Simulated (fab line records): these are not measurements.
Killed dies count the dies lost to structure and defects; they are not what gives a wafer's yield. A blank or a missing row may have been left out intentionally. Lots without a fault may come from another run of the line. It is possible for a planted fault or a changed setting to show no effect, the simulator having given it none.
Tool commonality check    flow sky130    Lots sampled 14, wafers sampled 42

== REASON FOR OPENING ==
At SKY_NWELL_RS_MEAS_29 the reading NWELL_RS is flagged on 2 of 14 lots. No-fault wafers: 625.3 ohm/sq, standard deviation 1.9.
Rule: a lot is flagged when every wafer of it that has a number lies more than 4 standard deviations from that mean, or none has a number. The rest of the lots are taken to be sound.

lot   measured      on             NWELL_RS (ohm/sq), wafer by wafer  flag
L263  day 5 09:08   film_metro-04  625.8 624.1 625.8                  
L265  day 5 21:46   film_metro-04  625.8 623.1 625.6                  
L268  day 6 16:15   film_metro-03  626.6 627.7 627.0                  
L269  day 6 16:38   film_metro-02  625.7 626.8 625.5                  
L272  day 7 14:05   film_metro-02  626.2 625.1 623.9                  
L276  day 8 12:14   film_metro-03  646.8 644.2 646.5                  FLAGGED
L277  day 8 19:09   film_metro-02  648.6 651.6 650.0                  FLAGGED
L279  day 9 16:43   film_metro-02  626.2 628.6 626.4                  
L280  day 9 20:04   film_metro-04  625.5 625.2 623.6                  
L281  day 9 21:08   film_metro-03  622.2 621.7 623.1                  
L282  day 10 03:02  film_metro-03  624.8 625.1 623.9                  
L283  day 10 07:37  film_metro-03  629.3 626.5 625.7                  
L284  day 10 15:22  film_metro-02  628.9 628.3 631.2                  
L286  day 11 06:58  film_metro-04  624.6 625.5 624.7                  
Average over the flagged lots: 648.0 ohm/sq; offset from the usual +22.7 ohm/sq, equal to +12 standard deviations.

== WHICH TOOL RAN EACH LOT ==
The record holds 1 process step before the reading, out of a route of 708 steps. Read each cell as the tool, then ch plus the chambers that the sampled wafers visited, then the start.
lot   flag     SKY_NWELL_IMPLANT_13
L263           implanter-01 ch 0, day 4 15:23
L265           implanter-01 ch 0, day 5 02:53
L268           implanter-02 ch 0, day 5 21:02
L269           implanter-03 ch 0, day 5 21:46
L272           implanter-03 ch 0, day 6 17:26
L276  FLAGGED  implanter-02 ch 0, day 7 14:58
L277  FLAGGED  implanter-02 ch 0, day 7 22:01
L279           implanter-03 ch 0, day 8 18:46
L280           implanter-03 ch 0, day 8 22:35
L281           implanter-01 ch 0, day 8 22:57
L282           implanter-03 ch 0, day 9 04:31
L283           implanter-03 ch 0, day 9 08:29
L284           implanter-01 ch 0, day 9 15:40
L286           implanter-01 ch 0, day 10 06:42
What the steps here do:
- SKY_NWELL_IMPLANT_13
- SKY_NWELL_RS_MEAS_29: measures by four-point-probe.

== FLAGGED OVER TOTAL, TOOL BY TOOL (the gauges that took the reading come last) ==
step                  tool           lots run  flagged  share of the flagged lots  sound lots run after its first flagged lot
SKY_NWELL_IMPLANT_13  implanter-01   5         0        none                       -
SKY_NWELL_IMPLANT_13  implanter-02   3         2        all                        0
SKY_NWELL_IMPLANT_13  implanter-03   6         0        none                       -
SKY_NWELL_RS_MEAS_29  film_metro-02  5         1        some                       2 (L279,L284)
SKY_NWELL_RS_MEAS_29  film_metro-03  5         1        some                       3 (L281,L282,L283)
SKY_NWELL_RS_MEAS_29  film_metro-04  4         0        none                       -

== THE TABLE: WHAT IT ALLOWS ==
1 row of the table ran every flagged lot: implanter-02 at SKY_NWELL_IMPLANT_13.
- implanter-02 at SKY_NWELL_IMPLANT_13 ran 3 lots, 2 of them flagged. A fault beginning between L268 (day 5 21:02), its last sound lot, and L276 (day 7 14:58), its first flagged one, fits the data. Its own readings lie more than 4 standard deviations out on every wafer of the flagged lots: dose_ions_cm2, faraday_current_uA.
One tool is left: implanter-02 at SKY_NWELL_IMPLANT_13.

== WHAT HAD BEEN PUT IN BY THE SIMULATOR ==
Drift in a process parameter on implanter-02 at SKY_NWELL_IMPLANT_13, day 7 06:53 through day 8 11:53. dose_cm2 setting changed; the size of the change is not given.
Lots struck among those shown: L276, L277. This agrees with what the rule above found.
